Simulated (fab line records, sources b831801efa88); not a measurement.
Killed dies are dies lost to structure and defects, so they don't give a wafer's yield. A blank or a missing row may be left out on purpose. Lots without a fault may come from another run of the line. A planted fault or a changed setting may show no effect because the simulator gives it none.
Chamber matching | flow sky130 | SKY_CONTACT_ETCH_17 on rie_diel-02: 4 sister chambers
The step etches SiO2 in C4F8/O2/Ar, stops on Si3N4, target depth 340 nm. 14 wafers are shown with their chamber, then 7 later ones without.

WAFERS WITH THEIR CHAMBER
wafer  | chamber | oes_product_au (a.u.)
L125.1 | 3       | 0.882
L125.3 | 0       | 0.897
L125.5 | 0       | 0.892
L130.1 | 1       | 0.887
L130.2 | 0       | 0.898
L130.4 | 2       | 0.886
L132.2 | 2       | 0.896
L132.4 | 0       | 0.894
L132.6 | 1       | 0.889
L131.1 | 1       | 0.894
L131.3 | 2       | 0.894
L131.6 | 0       | 0.897
L139.1 | 2       | 0.889
L139.4 | 3       | 0.885

SIGNATURES (means of the wafers above)
reading        | chamber 0 | chamber 1 | chamber 2 | chamber 3 | scatter within a chamber
oes_product_au | 0.89560   | 0.89000   | 0.89125   | 0.88350   | 0.00344
Rule: a wafer's distance from a chamber is the root of the sum, over the readings, of the square of ((its reading less the chamber's mean) divided by the reading's scatter). The wafer belongs to the nearest chamber; if the next one is less than 2 further off, it can't be placed. The scatter: the root of (the sum of the squares of (reading less its chamber's mean) over the shown wafers, divided by (wafers less chambers)).

WAFERS WITHOUT THEIR CHAMBER
wafer  | oes_product_au (a.u.)
L139.6 | 0.884
L141.1 | 0.896
L141.5 | 0.884
L141.6 | 0.896
L143.1 | 0.893
L143.3 | 0.897
L143.4 | 0.886

WHICH CHAMBER EACH WENT THROUGH
wafer  | from the rows above          | in truth
L139.6 | can't be placed: 3 or 1 or 2 | 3
L141.1 | can't be placed: 0 or 2 or 1 | 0
L141.5 | can't be placed: 3 or 1 or 2 | 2
L141.6 | can't be placed: 0 or 2 or 1 | 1
L143.1 | can't be placed: 2 or 0 or 1 | 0
L143.3 | can't be placed: 0 or 2 or 1 | 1
L143.4 | can't be placed: 3 or 1 or 2 | 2
Placed correctly: 0 of 7. Can't be placed from these rows: 7 (the true chamber is among the candidates in 7). Placed wrongly: 0.
